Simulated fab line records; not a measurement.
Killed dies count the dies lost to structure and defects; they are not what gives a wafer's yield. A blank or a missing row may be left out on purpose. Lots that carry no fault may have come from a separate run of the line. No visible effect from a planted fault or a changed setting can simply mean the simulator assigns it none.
One fault through the eyes of 2 desks	flow gf180mcu	what lay behind the numbers comes last; until then each desk has only its own

== METROLOGY DESK ==
What the gauges read, lot by lot, whatever tool the lot ran on: means of the sampled wafers that have a number. The brackets show how far a lot's mean lies from the usual mean; more than 4 standard deviations puts the lot out of limits, marked OUT.
Columns: A = DUAL_GATE_OXIDATION_00_THK at GF_DUAL_GATE_THK_MEAS_03, usual 11.01 nm
lot	first seen here	A
L239	day 7 15:39	11.48
L240	day 7 22:09	10.98
L241	day 8 01:00	11.17
L242	day 8 11:31	10.87
L244	day 9 01:55	10.60
L245	day 9 07:13	11.09
L249	day 10 10:26	9.32 (-8.4) OUT
L251	day 11 02:14	9.11 (-9.5) OUT
L256	day 12 10:59	11.24
L257	day 12 17:18	10.95
L258	day 13 00:59	11.24
L260	day 13 16:13	11.12
L261	day 14 07:59	11.07
L262	day 14 08:56	10.92
Per this desk, out of limits: L249, L251; the first was L249, day 10 10:26 (DUAL_GATE_OXIDATION_00_THK at GF_DUAL_GATE_THK_MEAS_03). In limits: L239, L240, L241, L242, L244, L245, L256, L257, L258, L260, L261, L262.

== THE TOOL OWNER'S DESK: furnace-02 ==
The tool's own readings at GF_DUAL_GATE_OXIDATION_02 (stabilise 600 s, purge 300 s, target thk 10.887 nm): means of the sampled wafers that have a number, for each lot that ran on this tool. The brackets show how far a lot's mean lies from the usual mean; more than 4 standard deviations puts the lot out of limits, marked OUT.
Columns: A = spike_tc_bottom_C at GF_DUAL_GATE_OXIDATION_02, usual 919.0 C; B = spike_tc_centre_C at GF_DUAL_GATE_OXIDATION_02, usual 901.2 C; C = spike_tc_lower_C at GF_DUAL_GATE_OXIDATION_02, usual 900.4 C; D = spike_tc_top_C at GF_DUAL_GATE_OXIDATION_02, usual 915.2 C; E = spike_tc_upper_C at GF_DUAL_GATE_OXIDATION_02, usual 899.3 C; F = tube_center_temp_C at GF_DUAL_GATE_OXIDATION_02, usual 900 C; G = tube_center_temp_C_max at GF_DUAL_GATE_OXIDATION_02, usual 902.3
lot	first seen here	A	B	C	D	E	F	G
L239	day 7 14:11	920.8	901.8	902.1	916.7	900.1	900	902.4
L242	day 8 10:04	919.2	900.1	900.9	918.1	900.0	900	902.3
L244	day 9 00:26	919.4	901.9	901.0	916.8	901.0	900	902.1
L245	day 9 05:46	919.4	899.9	901.6	917.2	901.2	900	902.3
L249	day 10 08:59	903.8 (-14) OUT	884.3 (-15) OUT	884.5 (-13) OUT	902.7 (-5.0) OUT	884.2 (-13) OUT	884 (-99 or more) OUT	886.9 (-45) OUT
L251	day 11 00:44	904.8 (-13) OUT	884.3 (-15) OUT	884.9 (-13) OUT	902.3 (-5.2) OUT	884.5 (-12) OUT	884 (-99 or more) OUT	886.5 (-46) OUT
L262	day 14 07:29	918.3	900.9	901.1	917.2	900.0	900	902.7
This desk's finding: out of limits on L249, L251; first on L249, day 10 08:59 (spike_tc_bottom_C at GF_DUAL_GATE_OXIDATION_02). In limits: L239, L242, L244, L245, L262.

== PUT TOGETHER ==
On L249, L251, at day 10 08:59, an alarm was possible from the tool owner's desk.
L249, L251 would have let the metrology desk raise an alarm at day 10 10:26.
Every lot named ran GF_DUAL_GATE_OXIDATION_02 on furnace-02.

== WHAT WAS PUT IN BY THE SIMULATOR ==
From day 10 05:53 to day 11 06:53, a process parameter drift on furnace-02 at GF_DUAL_GATE_OXIDATION_02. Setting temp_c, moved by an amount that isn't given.
Struck lots among those shown: L249, L251.
Hours from the fault's start to each desk's first reading out of limits: the tool owner's desk, 3; the metrology desk, 5.
